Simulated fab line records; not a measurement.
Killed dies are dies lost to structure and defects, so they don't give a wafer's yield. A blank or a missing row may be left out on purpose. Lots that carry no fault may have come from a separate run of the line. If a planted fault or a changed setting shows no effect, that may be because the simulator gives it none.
One fault through the eyes of 2 desks -- flow gf180mcu -- numbers are kept per desk, each desk with only its own; the story behind them comes last

## AT THE METROLOGY DESK
What the gauges read, lot by lot, whatever tool the lot ran on: means of the sampled wafers that have a number. The brackets show how far a lot's mean lies from the usual mean; more than 4 standard deviations puts the lot out of limits, marked OUT.
Columns: A = M4_OVL at GF_M4_OVL_MEAS_15, usual 3 nm; B = V4_W_RS at GF_V4_RS_MEAS_24, usual 0.326 ohm/sq
lot,first seen here,A,B
L975,day 23 13:27,0,0.332
L976,day 23 15:15,0,0.322
L977,day 24 08:42,3,0.330
L980,day 25 04:02,4,0.325
L986,day 27 06:47,1,0.322
L987,day 27 12:23,10,0.330
L988,day 27 23:53,1,0.332
L989,day 28 00:32,2,0.326
L991,day 28 16:28,2,0.321
L994,day 29 10:59,2,0.326
L995,day 29 22:50,-1,0.325
L997,day 30 06:56,5,0.326
L998,day 30 16:53,7,0.328
Result from this desk: across the 13 lots, nothing is out of limits.

## TOOL OWNER'S DESK, pvdSputter-02
The tool's own readings at GF_M4_SPUTTER_00 (material Ti, target thk 37.5 nm, time 150 s): means of the sampled wafers that have a number, for each lot that ran on this tool. The brackets show how far a lot's mean lies from the usual mean; more than 4 standard deviations puts the lot out of limits, marked OUT.
Columns: A = substrateTempC at GF_M4_SPUTTER_00, usual 200.02 C; B = throttleValvePct at GF_M4_SPUTTER_00, usual 30.1 %
lot,first seen here,A,B
L976,day 22 16:07,200.09,31.5
L977,day 23 10:08,200.00,30.6
L986,day 26 10:02,199.97,30.7
L987,day 26 15:31,199.87,31.1
Result from this desk: across the 4 lots, nothing is out of limits.

## TAKEN TOGETHER
Nothing out of limits was seen by the metrology desk.
Nothing out of limits was seen by the tool owner's desk.

## WHAT WAS PUT IN BY THE SIMULATOR
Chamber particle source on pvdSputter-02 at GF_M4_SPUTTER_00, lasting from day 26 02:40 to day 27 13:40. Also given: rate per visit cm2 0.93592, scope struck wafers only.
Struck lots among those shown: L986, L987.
